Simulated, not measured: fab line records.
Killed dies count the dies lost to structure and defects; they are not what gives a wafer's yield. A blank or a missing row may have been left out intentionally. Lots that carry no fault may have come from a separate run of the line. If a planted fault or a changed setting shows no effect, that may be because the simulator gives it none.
What tool caused it? | flow gf180mcu | Sampling: 12 lots, 36 wafers, 6 of 602 route steps

== WHAT THE GAUGES SHOWED, per wafer ==
GF_STI_THK_MEAS_04.
lot  | measured    | on            | STI_CVD_03_THK (nm)
L254 | day 1 14:05 | film_metro-03 | 205.6 206.1 206.5
L255 | day 1 18:34 | film_metro-04 | 209.5 206.0 208.1
L256 | day 1 23:34 | film_metro-03 | 211.9 211.7 211.9
L257 | day 2 04:35 | film_metro-04 | 207.5 209.5 208.7
L262 | day 3 05:34 | film_metro-02 | 254.2 252.4 253.7
L266 | day 4 01:35 | film_metro-03 | 207.0 207.4 208.3
L267 | day 4 06:34 | film_metro-04 | 208.9 206.8 208.6
L269 | day 4 17:32 | film_metro-03 | 206.0 206.3 208.2
L270 | day 4 21:34 | film_metro-02 | 207.3 204.9 205.3
L272 | day 5 07:35 | film_metro-04 | 207.2 207.2 205.7
L273 | day 5 13:11 | film_metro-04 | 206.8 207.5 205.8
L274 | day 5 19:16 | film_metro-03 | 208.5 208.0 209.0

GF_STI_THK_MEAS_22.
lot  | measured    | on            | STI_OXIDATION_01_THK (nm)
L254 | day 2 03:16 | film_metro-02 | 14.77 14.92 14.66
L255 | day 2 07:53 | film_metro-02 | 14.90 14.56 14.76
L256 | day 2 13:44 | film_metro-04 | 14.50 14.37 14.35
L257 | day 2 18:45 | film_metro-04 | 15.00 15.03 14.91
L262 | day 3 20:20 | film_metro-03 | 14.98 15.42 15.50
L266 | day 4 17:28 | film_metro-04 | 15.38 15.70 15.56
L267 | day 4 22:32 | film_metro-04 | 15.23 15.21 15.29
L269 | day 5 09:11 | film_metro-02 | 14.69 14.81 14.69
L270 | day 5 13:44 | film_metro-04 | 15.02 15.39 14.93
L272 | day 5 23:52 | film_metro-04 | 15.05 15.27 15.06
L273 | day 6 05:46 | film_metro-04 | 14.99 15.08 15.11
L274 | day 6 12:33 | film_metro-03 | 14.73 14.61 14.80

GF_VT_IMPLANT_RS_MEAS_46: measurement is done with a four-point probe.
lot  | measured     | on            | MVSD_RS (ohm/sq)
L254 | day 7 12:26  | film_metro-01 | 457.0 456.7 457.3
L255 | day 7 19:01  | film_metro-04 | 456.9 457.2 457.7
L256 | day 8 03:14  | film_metro-01 | 458.7 457.9 459.4
L257 | day 8 06:32  | film_metro-02 | 455.5 455.0 455.9
L262 | day 9 20:03  | film_metro-04 | 457.7 457.5 458.0
L266 | day 10 18:44 | film_metro-02 | 457.5 456.9 457.7
L267 | day 11 02:20 | film_metro-01 | 456.9 456.1 456.3
L269 | day 11 18:14 | film_metro-01 | 455.9 457.7 457.3
L270 | day 12 03:44 | film_metro-01 | 457.1 456.2 456.1
L272 | day 12 10:58 | film_metro-02 | 456.6 457.5 455.7
L273 | day 12 19:07 | film_metro-01 | 456.8 457.6 456.2
L274 | day 13 04:01 | film_metro-01 | 459.7 456.5 458.3

GF_NSD_CD_MEAS_07 targets a cd of 400 nm.
lot  | measured     | on        | cd_nm (nm)
L254 | day 13 12:35 | cd_sem-01 | 397.5 399.0 396.1
L255 | day 13 20:07 | cd_sem-02 | 397.2 396.9 395.7
L256 | day 14 09:20 | cd_sem-02 | 401.8 404.1 402.9
L257 | day 14 09:41 | cd_sem-02 | 398.8 399.8 401.6
L262 | day 16 01:52 | cd_sem-01 | 399.0 399.6 398.3
L266 | day 17 11:46 | cd_sem-02 | 400.7 402.0 401.7
L267 | day 17 21:05 | cd_sem-01 | 396.5 396.5 396.3
L269 | day 18 12:53 | cd_sem-01 | 396.0 396.5 398.2
L270 | day 18 22:44 | cd_sem-02 | 394.1 398.1 395.5
L272 | day 19 10:53 | cd_sem-02 | 400.5 401.4 397.8
L273 | day 19 20:08 | cd_sem-02 | 399.4 399.7 400.5
L274 | day 20 04:28 | cd_sem-02 | 402.1 400.9 402.7

== EACH LOT AND THE TOOL THAT RAN IT (in order: tool; ch and the chambers of the sampled wafers; start) ==
lot  | GF_STI_CVD_03              | GF_STI_ETCH_13
L254 | lpcvd-02 ch 0, day 1 12:05 | rie_diel-04 ch 0,1,2, day 2 01:31
L255 | lpcvd-02 ch 1, day 1 16:34 | rie_diel-03 ch 1,3, day 2 06:07
L256 | lpcvd-01 ch 0, day 1 21:34 | rie_diel-03 ch 1,2,3, day 2 11:41
L257 | lpcvd-01 ch 1, day 2 02:34 | rie_diel-01 ch 0,1,2, day 2 16:25
L262 | lpcvd-01 ch 0, day 3 03:34 | rie_diel-01 ch 1,2,3, day 3 18:35
L266 | lpcvd-02 ch 0, day 3 23:34 | rie_diel-03 ch 0,1,2, day 4 15:34
L267 | lpcvd-02 ch 0, day 4 04:34 | rie_diel-04 ch 0,1,3, day 4 20:35
L269 | lpcvd-02 ch 1, day 4 15:34 | rie_diel-03 ch 0,1, day 5 07:23
L270 | lpcvd-02 ch 0, day 4 19:34 | rie_diel-01 ch 1,2,3, day 5 11:56
L272 | lpcvd-02 ch 1, day 5 05:34 | rie_diel-03 ch 0,2,3, day 5 22:05
L273 | lpcvd-02 ch 1, day 5 11:11 | rie_diel-04 ch 0,2, day 6 03:58
L274 | lpcvd-02 ch 0, day 5 16:17 | rie_diel-01 ch 1,2, day 6 09:49
- GF_STI_CVD_03: deposits Si3N4 from DCS/NH3, target thk 207.16 nm, time 3551 s.
- GF_STI_ETCH_13: etches the open film in CHF3/O2, stops on Si, target depth 282.31 nm, time 112.9 s.

== AS READ BY THE TOOLS THEMSELVES (means over the sampled wafers that have a number; for cases with no such wafer, the mark the record gives instead) ==
GF_STI_CVD_03.
lot  | tool     | zone_power_lower_pct (%)
L254 | lpcvd-02 | 11.2
L255 | lpcvd-02 | 12.2
L256 | lpcvd-01 | 14.2
L257 | lpcvd-01 | 15.4
L262 | lpcvd-01 | 14.2
L266 | lpcvd-02 | 11.2
L267 | lpcvd-02 | 11.2
L269 | lpcvd-02 | 12.3
L270 | lpcvd-02 | 11.1
L272 | lpcvd-02 | 12.2
L273 | lpcvd-02 | 12.2
L274 | lpcvd-02 | 11.3

GF_STI_ETCH_13.
lot  | tool        | bias_w (W) | chf3_flow_sccm (sccm) | drypump_motor_current_A (A) | oes_product_au (a.u.) | rf_fwd_power_W (W) | throttle_valve_pct (%)
L254 | rie_diel-04 | 199.6      | 50.20                 | 5.6                         | 0.835                 | 598.1              | 8.803
L255 | rie_diel-03 | 199.8      | 49.97                 | 5.7                         | 0.834                 | 595.4              | 8.809
L256 | rie_diel-03 | 200.0      | 49.85                 | 5.6                         | 0.847                 | 596.8              | 8.819
L257 | rie_diel-01 | 199.7      | 49.92                 | 5.7                         | 0.827                 | 599.0              | 8.805
L262 | rie_diel-01 | 200.1      | 49.97                 | 5.3                         | 0.935                 | 595.7              | 8.849
L266 | rie_diel-03 | 200.7      | 49.93                 | 5.7                         | 0.835                 | 596.4              | 8.810
L267 | rie_diel-04 | 199.9      | 49.89                 | 5.7                         | 0.833                 | 596.7              | 8.821
L269 | rie_diel-03 | 200.9      | 49.94                 | 5.8                         | 0.829                 | 596.1              | 8.809
L270 | rie_diel-01 | 200.1      | 49.94                 | 5.3                         | 0.830                 | 596.5              | 8.814
L272 | rie_diel-03 | 200.3      | 50.16                 | 5.4                         | 0.829                 | 595.9              | 8.819
L273 | rie_diel-04 | 199.4      | 49.97                 | 5.6                         | 0.833                 | 598.2              | 8.803
L274 | rie_diel-01 | 199.8      | 49.86                 | 5.5                         | 0.835                 | 594.8              | 8.817

== THE ANSWER, worked out from the rows above alone ==
Rule: usual is defined by the lots themselves. Put in order of their means at a reading, lots are off if they are a third of the lots or fewer, leave a main group of 4 or more, and stand apart from it by a gap of 3 or more times the standard deviation of the main group's means; of several such gaps the widest counts. A main group whose means are all the same, to the digits that the tables above print for the reading, isn't used. Also off: a lot with no number at a reading for which 4 or more lots have one. All remaining lots with rows at the step are treated as sound. The gauges are gone through in route order, then the tools' own readings, and for those a lot's mean is taken as printed above. At the first step where some lot is off, the reading lying furthest off is the one used; lots without a number count as furthest.
Off: L262, at GF_STI_THK_MEAS_04 (STI_CVD_03_THK). For the main group the mean is 207.7 nm and the standard deviation 1.6.
If a tool, at a process step before that reading, ran all the lots that are off and no sound lot after the first of them, it fits. The gauges at GF_STI_THK_MEAS_04 aren't tried: what is off there is off at GF_STI_CVD_03 too, on other tools, and a gauge's error can't cause that. One fits: GF_STI_CVD_03 on lpcvd-01. Its last sound lot is L257 (day 2 02:34), its first lot that is off L262 (day 3 03:34): a fault that began between those two fits.

== WHAT HAD BEEN PUT IN BY THE SIMULATOR ==
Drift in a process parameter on lpcvd-01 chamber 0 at GF_STI_CVD_03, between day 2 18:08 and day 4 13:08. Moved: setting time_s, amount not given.
Shown lots that were struck: L262. The rule above found the same.
